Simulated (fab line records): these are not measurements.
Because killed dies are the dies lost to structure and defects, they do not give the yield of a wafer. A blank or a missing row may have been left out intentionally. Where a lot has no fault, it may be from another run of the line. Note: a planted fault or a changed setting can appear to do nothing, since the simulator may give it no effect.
Matching of chambers -- flow gf180mcu -- GF_CONTACT_CVD_02 on pecvd-02: 3 sister chambers
The step deposits SiO2 from TEOS, target thk 860 nm, time 95.992 s. 39 wafers are shown with their chamber, then 12 later ones without.

== WAFERS, EACH WITH ITS CHAMBER ==
wafer,chamber,heater power w (W)
L075.1,1,626
L075.4,1,638
L075.5,0,916
L078.2,0,922
L078.3,1,562
L078.4,1,580
L082.1,2,454
L082.2,1,515
L082.5,2,510
L083.3,2,536
L083.4,1,654
L083.5,0,745
L085.1,0,869
L085.2,2,514
L085.3,1,531
L085.4,1,578
L085.5,2,539
L085.6,0,916
L086.1,1,536
L086.2,0,782
L086.3,2,528
L086.4,0,852
L086.5,1,577
L086.6,2,531
L088.1,2,546
L088.2,1,598
L088.3,0,866
L088.4,2,572
L088.5,0,917
L088.6,1,618
L090.1,2,544
L090.5,0,750
L090.6,1,594
L091.1,1,661
L091.2,2,501
L091.3,0,892
L091.4,2,539
L091.5,0,901
L091.6,1,497

SIGNATURES (averages over the wafers above)
reading,chamber 0,chamber 1,chamber 2,scatter within a chamber
heater power w,860.67,584.33,526.17,50.6
Rule: a wafer lies at a distance from a chamber equal to the root of the sum of squares, over the readings, of (its reading less the chamber's mean, divided by the reading's scatter). If the next closest chamber is less than 2 further off than the closest, the wafer can't be placed; otherwise it belongs to the closest. How the scatter is found: for the shown wafers, subtract from each reading the mean of its chamber, square and add these, divide the total by (wafers less chambers), then take the root.

== WAFERS MISSING THEIR CHAMBER ==
wafer,heater power w (W)
L093.1,629
L093.2,558
L093.3,745
L093.4,856
L093.5,557
L093.6,641
L094.2,907
L094.3,486
L094.5,588
L097.2,598
L097.3,918
L097.4,530

== WHICH CHAMBER EACH WENT THROUGH ==
wafer,from the rows above,in truth
L093.1,can't be placed: 1 or 2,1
L093.2,can't be placed: 1 or 2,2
L093.3,can't be placed: 0 or 1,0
L093.4,0,0
L093.5,can't be placed: 1 or 2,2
L093.6,can't be placed: 1 or 2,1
L094.2,0,0
L094.3,can't be placed: 2 or 1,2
L094.5,can't be placed: 1 or 2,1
L097.2,can't be placed: 1 or 2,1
L097.3,0,0
L097.4,can't be placed: 2 or 1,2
Correct placement for 3 of the 12. From these rows, 9 cannot be placed; in 9 the true chamber is one of the candidates. Placed wrongly: 0.
